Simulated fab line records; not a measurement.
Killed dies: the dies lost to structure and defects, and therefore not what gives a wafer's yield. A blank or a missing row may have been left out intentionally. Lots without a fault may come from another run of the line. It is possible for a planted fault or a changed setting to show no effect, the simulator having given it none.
A lot that was struck, set against a sound lot | flow sky130 | 14 steps out of a route of 708
Sound: the wafers L647.3, L647.4, L647.5. Struck: wafers L656.1, L656.3, L656.6. The cause is named last.
Order at every step that has rows: each side's tool, ch and its chambers, its first start. Under that, the readings that differ: sound wafers | struck wafers | difference of the means | sigmas: that difference in standard deviations of wafers without a fault.
alike: readings with means less than 2 such deviations apart, plus words and numbers identical on both sides. not compared: withheld readings, readings lacking a value on some wafer, bounds such as >300 that could conceal the same value, and numbers that have no deviation in the record and whose values overlap.
The two part at a step that has a row with sigmas, a row that says differs or no value, or rows on one side only. Numbers that have no deviation but don't overlap get no sigmas and don't part them. A reading that every wafer of one side lacks parts them only if that side has two wafers or more.

first, 1 step without rows for these wafers: SKY_METAL5_CLEAN_19 (cleans in O3/DIW).
SKY_PASSIVATION_CVD_00: deposits SiO2, target thk 90 nm.
  sound on pecvd-04 ch 0,2, day 45 10:24; struck on pecvd-02 ch 1,2, day 47 07:58
  alike: heater power w
SKY_PASSIVATION_THK_MEAS_01:
  sound on film metro-04, day 45 10:26; struck on film metro-02, day 47 07:59
  alike: PASSIVATION_CVD_00_THK
SKY_PASSIVATION_CVD_02: deposits Si3N4, target thk 540 nm.
  sound on pecvd-02 ch 0,1, day 45 10:29; struck on pecvd-04 ch 0,1, day 47 08:03
  alike: heater power w
SKY_PASSIVATION_THK_MEAS_03:
  sound on film metro-03, day 45 10:43; struck on film metro-04, day 47 08:17
  alike: PASSIVATION_CVD_02_THK
then, 7 steps without rows for these wafers: SKY_PASSIVATION_DEHYDRATE_04 (time 60 s); SKY_PASSIVATION_HMDS_05 (prime time 60 s); SKY_PASSIVATION_COAT_06 (resist thk 3000 nm); SKY_PASSIVATION_SOFTBAKE_07; SKY_PASSIVATION_EXPOSE_08 (exposes mask NSM, target cd 3000 nm); SKY_PASSIVATION_PEB_09; SKY_PASSIVATION_DEVELOP_10 (develop time 60 s).
SKY_PASSIVATION_ETCH_11: etches the open film in CF4/O2, stops on AlCu, target depth 725 nm, time 161.1 s.
  sound on rie diel-04 ch 0,3, day 46 07:38; struck on rie diel-04 ch 0,3, day 48 04:05
  no value came back on the struck wafers for any of 6 readings (O2_flow_sccm (sccm), bias w (W) and others); on the sound wafers O2_flow_sccm (sccm) reads 10.005 10.042 10.033
  reading                                       | sound          | struck         | difference | sigmas
  model.coat_of_PASSIVATION_COAT_06.thk nm (nm) | 2511 2520 2498 | 3008 3010 3009 | +499       |
  not compared: rf hours counter h
SKY_PASSIVATION_STRIP_12: strips in O2/N2.
  sound on plasma asher-02 ch 0,1, day 46 07:46; struck on plasma asher-04 ch 0,1, day 48 04:11
  reading                      | sound             | struck            | difference | sigmas
  strip time to endpoint s (s) | 31.45 31.58 31.30 | 37.07 37.08 37.08 | +5.63      | +47
  alike: drypump motor current A, o2 flow sccm, oes product au
  not compared: rf hours counter h

== WHERE THEY PART ==
Earliest at SKY_PASSIVATION_ETCH_11; latest, in this record, at SKY_PASSIVATION_STRIP_12.

WHY: whatever the simulator had introduced
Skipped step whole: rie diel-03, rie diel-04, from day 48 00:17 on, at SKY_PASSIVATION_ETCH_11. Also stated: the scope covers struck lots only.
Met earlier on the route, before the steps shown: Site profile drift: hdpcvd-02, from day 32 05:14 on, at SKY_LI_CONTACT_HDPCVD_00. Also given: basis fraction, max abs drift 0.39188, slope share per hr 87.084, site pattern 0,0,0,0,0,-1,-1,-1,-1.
